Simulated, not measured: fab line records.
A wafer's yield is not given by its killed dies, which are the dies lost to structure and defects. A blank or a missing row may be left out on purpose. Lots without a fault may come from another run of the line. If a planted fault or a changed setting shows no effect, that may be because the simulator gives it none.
fab line records	flow gf180mcu	part 2 of 2: steps 26 to 35 of 35
[record] lots = 5	wafers = 15	lastDay = 34
route steps=602 shown V3@448 M4@456 V4@476
lots that met no fault: from a run of the same line without faults
startH: hours from the record's opening day to when the first of the lot's shown wafers began	waitH: hours from the lot's prior step to this one	" unchanged from the row above	L1.1+2: a single row standing in for several wafers	- either no value or no given start	* or withheld: withheld	< > ~ a bound
route shown NAME@n: NAME is a module with steps in the file, n the number in the route of the first one	usual: mean/standard deviation taken from wafers without a fault	same: alike in all rows	chamber/n: place in a boat	sites: readings site by site	_std_site: standard deviation across them	_edge_site: the outer-site mean with the inner-site mean subtracted	radiusMm: for every site, how far away it sits from the centre of the wafer	mask NAME#n: copy n	behind: the tool/chamber that last shaped the wafer	hold: cause of the lot's hold/its duration in hours/its outcome	device: transistor that didn't switch, given as n, p or np	end of line: the route-end tests of the same wafers	where a step has no rows: the recipe by itself	killed: at the first sort, the dies lost to defects and structure; wafer yield is something else	map: per-die view of a wafer (x killed, . not killed, _ where there is no die)
set.NAME: the setting the step ran with; set.NAME@STEP: the setting that earlier step ran with	model.NAME: the simulator's own value behind a step, which no gauge read
lots at selected steps of the route; one table per step, one row per wafer
services: when a tool's chamber went out of use (startH, in hours from the record's first day, below 0 if earlier), for how many hours, and the reason
[[steps]]
[step GF_M4_STRIP_17]
[recipe] chemistry = O2/N2	powerW = 1400	pressureMtorr = 1500	platenTempC = 250	o2FlowSccm = 3000	n2FlowSccm = 300	overashFraction = 0.5
[usual] drypumpMotorCurrentA = 5.9/0.38	heaterPowerW = 320/27	oesProductAu = 0.538/0.0047	stripTimeToEndpointS = 7.39/0.041
lot.wafer	tool	chamber	startH	waitH	drypumpMotorCurrentA	heaterPowerW	oesProductAu	rfHoursCounterH	stripTimeToEndpointS
L075.1	plasmaAsher-01	0	545.55	0.1	5.5	319	0.547	89	7.42
L075.2	"	1	"	"	6.2	318	0.538	89	7.37
L075.4	"	1	"	"	6.2	315	0.535	-	7.40
L081.1	plasmaAsher-03	0	598.73	0.1	6.1	361	0.533	77	7.34
L081.2	"	1	"	"	6.2	296	0.540	77	7.38
L081.5	"	0	"	"	6.1	359	0.543	-	7.46
L091.4	plasmaAsher-03	0	673.26	0.1	6.1	373	0.541	-	7.39
L091.5	"	0	"	"	6.1	354	0.532	-	7.36
L091.6	"	1	"	"	6.2	303	0.535	-	7.40
L093.1	plasmaAsher-03	1	681.88	0.1	6.2	297	0.539	86	7.41
L093.2	"	0	"	"	6.1	370	0.544	86	7.36
L093.6	"	1	"	"	6.1	307	0.538	-	7.41
L097.1	plasmaAsher-01	1	710.65	0.1	6.2	310	0.531	106	7.37
L097.2	"	0	"	"	5.5	333	0.536	106	7.39
L097.5	"	0	"	"	5.5	316	0.537	-	7.40
[step GF_M4_STRIP_18]
[recipe] chemistry = postEtchResidueRemover	timeS = 1200	tempC = 72.5
lot.wafer	tool	chamber	startH	waitH
L075.1+2+4	wetBench-02	2	545.65	0.1
L081.1+2+5	wetBench-02	3	598.83	0.1
L091.4+5+6	wetBench-02	3	673.33	0.0
L093.1+2+6	wetBench-02	3	681.98	0.1
L097.1+2+5	wetBench-02	1	710.75	0.1
[step GF_M4_CLEAN_19]
[recipe] chemistry = DIW	dry = n2Spin
lot.wafer	tool	chamber	startH	waitH
L075.1+2+4	wetBench-01	0	545.99	0.0
L081.1+2+5	wetBench-03	0	599.17	0.0
L091.4+5+6	wetBench-03	1	673.67	0.0
L093.1+2+6	wetBench-01	0	682.32	0.0
L097.1+2+5	wetBench-01	2	711.09	0.0
[step GF_V4_CVD_00]
[recipe] material = SiO2	targetThkNm = 600	sigmaOpenFrac = 0.3	tempC = 400	timeS = 100	sih4FlowSccm = 60	pressureMtorr = 6
lot.wafer	tool	chamber	startH	waitH
L075.1+2+4	hdpcvd-02	1,0,1	546.09	0.0
L081.1+2+5	hdpcvd-02	0,1,1	599.26	0.0
L091.4+5+6	hdpcvd-02	1,2,0	673.80	0.0
L093.1+2+6	hdpcvd-02	0,1,1	682.41	0.0
L097.1+2+5	hdpcvd-01	1,0,1	711.19	0.0
[step GF_V4_THK_MEAS_01]
[recipe] reads = SiO2_of_V4_CVD_00
[usual] V4_CVD_00_THK = 598/5.2
lot.wafer	tool	chamber	startH	waitH	V4_CVD_00_THK[nm]
L075.1	filmMetro-01	-	546.16	0.0	595
L075.2	"	-	"	"	603
L075.4	"	-	"	"	596
L081.1	filmMetro-03	-	599.34	0.0	605
L081.2	"	-	"	"	595
L081.5	"	-	"	"	595
L091.4	filmMetro-03	-	673.87	0.0	602
L091.5	"	-	"	"	599
L091.6	"	-	"	"	604
L093.1	filmMetro-01	-	682.49	0.0	597
L093.2	"	-	"	"	598
L093.6	"	-	"	"	599
L097.1	filmMetro-01	-	711.26	0.0	592
L097.2	"	-	"	"	600
L097.5	"	-	"	"	594
[step GF_V4_CVD_02]
[recipe] material = SiO2	targetThkNm = 850	precursor = TEOS	tempC = 400	timeS = 94.851	rfW = 600
[usual] heaterPowerW = 671/110
lot.wafer	tool	chamber	startH	waitH	heaterPowerW
L075.1	pecvd-04	1	546.22	0.1	724
L075.2	"	0	"	"	784
L075.4	"	2	"	"	472
L081.1	pecvd-01	1	599.40	0.1	662
L081.2	"	0	"	"	771
L081.5	"	0	"	"	610
L091.4	pecvd-02	2	673.93	0.1	667
L091.5	"	0	"	"	448
L091.6	"	1	"	"	670
L093.1	pecvd-02	1	682.55	0.1	654
L093.2	"	0	"	"	524
L093.6	"	2	"	"	650
L097.1	pecvd-04	2	711.32	0.1	528
L097.2	"	1	"	"	612
L097.5	"	2	"	"	560
[step GF_V4_THK_MEAS_03]
[recipe] reads = SiO2_of_V4_CVD_02
[usual] V4_CVD_02_THK = 851/11
lot.wafer	tool	chamber	startH	waitH	V4_CVD_02_THK[nm]
L075.1	filmMetro-03	-	546.29	0.0	841
L075.2	"	-	"	"	832
L075.4	"	-	"	"	850
L081.1	filmMetro-02	-	599.47	0.0	851
L081.2	"	-	"	"	840
L081.5	"	-	"	"	864
L091.4	filmMetro-01	-	674.00	0.0	859
L091.5	"	-	"	"	849
L091.6	"	-	"	"	865
L093.1	filmMetro-03	-	682.62	0.0	857
L093.2	"	-	"	"	834
L093.6	"	-	"	"	857
L097.1	filmMetro-03	-	711.39	0.0	848
L097.2	"	-	"	"	849
L097.5	"	-	"	"	864
[step GF_V4_CMP_04]
[recipe] material = SiO2	downForcePsi = 4	platenRpm = 60	padVelocityMS = 0.94248
[usual] motorCurrentA = 11.8/1.2	retainingRingPressureFrac = 1.000/0.005	timeToEndpointS = 79/5.6
lot.wafer	tool	chamber	startH	waitH	motorCurrentA	retainingRingPressureFrac	timeToEndpointS
L075.2	cmp-02	0	546.40	0.1	12.0	0.998	73
L075.4	"	1	"	"	11.8	1.010	82
L075.1	"	2	"	"	12.9	1.005	76
L081.2	cmp-01	1	599.53	0.0	9.8	1.003	80
L081.1	"	0	"	"	13.0	1.009	80
L081.5	"	1	"	"	9.4	0.996	90
L091.4	cmp-02	1	674.03	0.0	12.0	0.999	82
L091.6	"	1	"	"	12.1	0.993	85
L091.5	"	2	"	"	12.8	0.999	77
L093.2	cmp-01	3	682.73	0.1	14.1	1.001	79
L093.1	"	0	"	"	12.5	1.006	82
L093.6	"	3	"	"	13.6	1.006	86
L097.2	cmp-01	2	711.45	0.0	12.7	1.004	79
L097.1	"	3	"	"	13.4	0.996	80
L097.5	"	2	"	"	12.0	1.007	87
[step GF_V4_BOW_MEAS_05]
[recipe] mode = bow
[usual] V4_BOW = 135/10
lot.wafer	tool	chamber	startH	waitH	V4_BOW[um]
L075.1	filmMetro-01	-	546.65	0.1	122
L075.2	"	-	"	"	121
L075.4	"	-	"	"	124
L081.1	filmMetro-02	-	599.83	0.1	139
L081.2	"	-	"	"	138
L081.5	"	-	"	"	153
L091.4	filmMetro-03	-	674.39	0.3	115
L091.5	"	-	"	"	130
L091.6	"	-	"	"	125
L093.1	filmMetro-03	-	682.98	0.1	129
L093.2	"	-	"	"	124
L093.6	"	-	"	"	134
L097.1	filmMetro-03	-	711.75	0.2	140
L097.2	"	-	"	"	141
L097.5	"	-	"	"	133
[step GF_V4_DEHYDRATE_06]
[recipe] tempC = 200	timeS = 60
[usual] resistLineTempC = 22.98/0.1
lot.wafer	tool	chamber	startH	waitH	resistLineTempC
L075.1	lithoTrack-01	0	557.00	10.3	22.88
L075.2	"	0	"	"	23.00
L075.4	"	0	"	"	23.00
L081.1	lithoTrack-01	0	609.85	10.0	22.89
L081.2	"	0	"	"	22.90
L081.5	"	0	"	"	22.92
L091.4	lithoTrack-01	0	683.22	8.8	23.21
L091.5	"	0	"	"	23.10
L091.6	"	0	"	"	23.19
L093.1	lithoTrack-01	0	691.69	8.7	23.09
L093.2	"	0	"	"	23.03
L093.6	"	0	"	"	22.90
L097.1	lithoTrack-04	0	720.44	8.7	22.96
L097.2	"	0	"	"	23.02
L097.5	"	0	"	"	23.07
[[services]]
tool	chamber	startH	hours	kind
pvdSputter-02	-	513.99	8.7	repair
cvdW-01	0	537.58	3.7	repair
cmp-01	-	549.23	1.3	repair
krfScanner-01	-	555.79	0.8	pm
krfScanner-01	-	565.26	1.3	pm
cmp-02	-	568.47	5.7	repair
pvdSputter-04	-	569.57	11.1	repair
cmp-02	-	574.17	4.0	pm
krfScanner-01	-	575.53	4.4	pm
wetBench-03	-	589.46	4.4	pm
cvdW-01	0	589.82	13.9	repair
cmp-01	-	596.73	1.4	repair
pvdSputter-03	-	598.66	4.5	repair
cmp-01	-	607.81	5.0	pm
cvdW-01	-	625.70	4.3	pm
pvdSputter-02	-	639.51	5.5	repair
wetBench-02	-	657.39	1.9	repair
pvdSputter-04	-	659.24	1.4	repair
cvdW-01	-	664.79	14.6	pm
cmp-01	-	697.51	0.7	repair
pvdSputter-02	-	709.63	1.0	repair
cvdW-01	-	710.04	0.6	repair
hdpcvd-02	-	716.19	3.5	repair
cmp-01	-	720.29	1.8	repair
